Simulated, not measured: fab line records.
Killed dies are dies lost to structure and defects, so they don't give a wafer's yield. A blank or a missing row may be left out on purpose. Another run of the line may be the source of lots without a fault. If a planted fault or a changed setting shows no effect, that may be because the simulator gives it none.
Chamber matching    flow sky130    4 sister chambers for SKY_CONTACT_ETCH_17 on rie diel-01
The step etches SiO2 in C4F8/O2/Ar, stops on Si3N4, target depth 340 nm. 8 wafers are shown with their chamber, then 9 later ones without.

## WAFERS, EACH WITH ITS CHAMBER
wafer   chamber  chamber pressure mTorr (mTorr)  oes product au (a.u.)
L078.1  1        39.97                           0.887
L078.5  1        40.02                           0.892
L080.6  0        39.98                           0.895
L086.1  2        39.99                           0.890
L086.6  3        39.95                           0.892
L089.1  0        40.05                           0.888
L089.2  3        40.04                           0.895
L089.6  2        39.97                           0.891

## WAFERS WITH NO CHAMBER GIVEN
wafer   chamber pressure mTorr (mTorr)  oes product au (a.u.)
L091.3  40.05                           0.891
L091.4  40.05                           0.892
L091.5  40.04                           0.895
L092.2  39.97                           0.894
L092.3  40.02                           0.887
L092.5  39.98                           0.884
L097.1  39.96                           0.891
L097.4  39.92                           0.888
L097.6  40.04                           0.891

## WHICH CHAMBER EACH ONE RAN IN
wafer   from the rows above                in truth
L091.3  can't be placed: 0 or 1 or 3 or 2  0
L091.4  can't be placed: 0 or 3 or 1 or 2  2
L091.5  can't be placed: 3 or 0 or 2 or 1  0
L092.2  can't be placed: 3 or 2 or 0 or 1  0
L092.3  can't be placed: 1 or 0 or 2 or 3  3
L092.5  can't be placed: 1 or 2 or 0 or 3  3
L097.1  can't be placed: 2 or 1 or 3 or 0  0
L097.4  can't be placed: 2 or 1 or 0 or 3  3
L097.6  can't be placed: 0 or 1 or 3 or 2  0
0 of 9 placed correctly. Not placeable from these rows: 9 (in 9, the candidates include the true chamber). Wrongly placed: 0.
How it was worked out, from the rows above alone: a wafer's distance from a chamber is the root of the sum, over the readings, of the square of ((its reading less the chamber's mean) divided by the reading's scatter). The wafer belongs to the nearest chamber; if the next one is less than 2 further off, it can't be placed. A chamber's mean is the mean of its shown wafers. The scatter: take each reading less its chamber's mean, square it, sum over the shown wafers, divide by the number of wafers less the number of chambers, and take the root.
